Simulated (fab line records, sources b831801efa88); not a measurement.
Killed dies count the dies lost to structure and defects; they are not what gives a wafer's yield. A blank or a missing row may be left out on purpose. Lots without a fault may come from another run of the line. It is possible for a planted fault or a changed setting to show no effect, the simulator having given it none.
One fault through the eyes of 2 desks | flow gf180mcu | each desk has only its own numbers; what lay behind them comes last

THE TOOL OWNER'S DESK: cmp-01
The tool's own readings at GF_CONTACT_CMP_27 (polishes, stops on SiO2, t overpolish 15 s, target thk 0 nm): means of the sampled wafers that have a number, for each lot that ran on this tool. Any lot whose mean is over 4 standard deviations away from the usual mean is out of limits and marked OUT; that distance is given in the brackets.
Columns: A = motor current A at GF_CONTACT_CMP_27, usual 10.7 A; B = overpolish run s at GF_CONTACT_CMP_27, usual 15.000 s; C = retaining ring pressure frac at GF_CONTACT_CMP_27, usual 1.000; D = time to endpoint s at GF_CONTACT_CMP_27, usual 71.2 s
lot  | first seen here | A    | B      | C     | D
L980 | day 16 09:01    | 10.7 | 15.002 | 1.004 | 71.5
L982 | day 17 06:54    | 10.4 | 15.005 | 0.997 | 73.4
L983 | day 17 14:58    | 11.0 | 15.004 | 0.999 | 68.8
L989 | day 20 01:19    | 10.2 | 14.989 | 1.002 | 52.1 (-7.3) OUT
L990 | day 20 05:06    | 11.8 | 15.006 | 1.004 | 53.8 (-6.7) OUT
L991 | day 21 00:01    | 11.6 | 15.000 | 0.997 | 35.4 (-14) OUT
L100 | day 23 16:17    | 10.8 | 14.994 | 1.000 | 74.7
L101 | day 23 22:39    | 10.5 | 14.998 | 0.999 | 71.2
L102 | day 24 04:44    | 11.7 | 14.994 | 1.003 | 72.7
This desk's finding: out of limits on L989, L990, L991; first on L989, day 20 01:19 (time to endpoint s at GF_CONTACT_CMP_27). L980, L982, L983, L100, L101, L102: within limits.

AT THE METROLOGY DESK
What the gauges read, lot by lot, whatever tool the lot ran on: means of the sampled wafers that have a number. Any lot whose mean is over 4 standard deviations away from the usual mean is out of limits and marked OUT; that distance is given in the brackets.
Columns: A = VT_IMPLANT_4_TW at GF_VT_IMPLANT_TW_MEAS_43, usual 693; B = HV_LDD_CVD_54_THK at GF_HV_LDD_THK_MEAS_55, usual 10.00 nm
lot  | first seen here | A   | B
L979 | day 7 11:47     | 693 | 9.95
L980 | day 7 18:34     | 694 | 9.84
L981 | day 8 01:41     | 691 | 9.90
L982 | day 8 09:30     | 692 | 10.07
L983 | day 8 17:43     | 691 | 10.10
L989 | day 10 11:10    | 694 | 9.98
L990 | day 10 14:47    | 696 | 10.09
L991 | day 10 22:49    | 695 | 10.13
L992 | day 11 04:52    | 697 | 9.90
L993 | day 11 10:35    | 692 | 9.91
L994 | day 11 18:47    | 695 | 10.09
L995 | day 12 02:11    | 687 | 9.90
L100 | day 13 11:44    | 689 | 9.96
L101 | day 13 19:20    | 693 | 9.89
L102 | day 13 22:25    | 687 | 10.22
Finding of this desk: none of the 15 lots has anything out of limits.

TAKEN TOGETHER
The tool owner's desk had the chance to raise an alarm at day 20 01:19 on L989, L990, L991.
Metrology desk: nothing out of limits seen.
The metrology desk has L989, L990, L991 on record, within its limits.
Of the lots named, all ran GF_CONTACT_CMP_27 on cmp-01.

WHAT HAD BEEN PUT IN BY THE SIMULATOR
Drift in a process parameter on cmp-01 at GF_CONTACT_CMP_27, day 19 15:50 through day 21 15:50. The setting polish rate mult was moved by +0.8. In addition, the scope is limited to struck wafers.
Shown lots that were struck: L989, L990, L991.
Time in hours from fault onset to the first out-of-limits reading at each desk: the tool owner's desk, 9.
